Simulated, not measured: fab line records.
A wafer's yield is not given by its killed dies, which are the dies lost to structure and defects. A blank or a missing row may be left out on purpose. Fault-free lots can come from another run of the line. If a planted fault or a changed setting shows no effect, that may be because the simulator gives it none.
Matching of chambers || flow sfq_line || 4 sister chambers for SFQ_TRILAYER_I1_CMP_CMP_046 on cmp-01
The step polishes SiO2. 4 wafers are shown with their chamber, then 7 later ones without.

== WAFERS, EACH WITH ITS CHAMBER ==
{"wafer": "L528.6", "chamber": 1, "motor_current_A (A)": 10.1}
{"wafer": "L529.6", "chamber": 3, "motor_current_A (A)": 12.7}
{"wafer": "L541.1", "chamber": 0, "motor_current_A (A)": 12.4}
{"wafer": "L541.2", "chamber": 2, "motor_current_A (A)": 9.3}

== WAFERS WITHOUT THEIR CHAMBER ==
{"wafer": "L541.4", "motor_current_A (A)": 9.5}
{"wafer": "L543.2", "motor_current_A (A)": 11.8}
{"wafer": "L543.4", "motor_current_A (A)": 8.9}
{"wafer": "L543.6", "motor_current_A (A)": 12.6}
{"wafer": "L545.1", "motor_current_A (A)": 9.6}
{"wafer": "L545.5", "motor_current_A (A)": 9.9}
{"wafer": "L545.6", "motor_current_A (A)": 12.8}

== CHAMBER TAKEN BY EACH ==
{"wafer": "L541.4", "from the rows above": "can't be placed: 2 or 1", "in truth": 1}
{"wafer": "L543.2", "from the rows above": "can't be placed: 0 or 3", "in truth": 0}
{"wafer": "L543.4", "from the rows above": 2, "in truth": 2}
{"wafer": "L543.6", "from the rows above": "can't be placed: 3 or 0", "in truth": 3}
{"wafer": "L545.1", "from the rows above": "can't be placed: 2 or 1", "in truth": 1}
{"wafer": "L545.5", "from the rows above": "can't be placed: 1 or 2", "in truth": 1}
{"wafer": "L545.6", "from the rows above": "can't be placed: 3 or 0", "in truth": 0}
Placed correctly: 1 of 7. These rows do not allow placing 6 (true chamber among the candidates in 6). Number placed wrongly: 0.
How it was worked out, from the rows above alone: a wafer's distance from a chamber is the root of the sum, over the readings, of the square of ((its reading less the chamber's mean) divided by the reading's scatter). The wafer belongs to the nearest chamber; if the next one is less than 2 further off, it can't be placed. For every chamber, the mean is computed from those of its wafers that are shown. The scatter (one wafer shown for each chamber): square how far every hidden wafer sits from the nearest shown wafer, average those squares and take the square root.
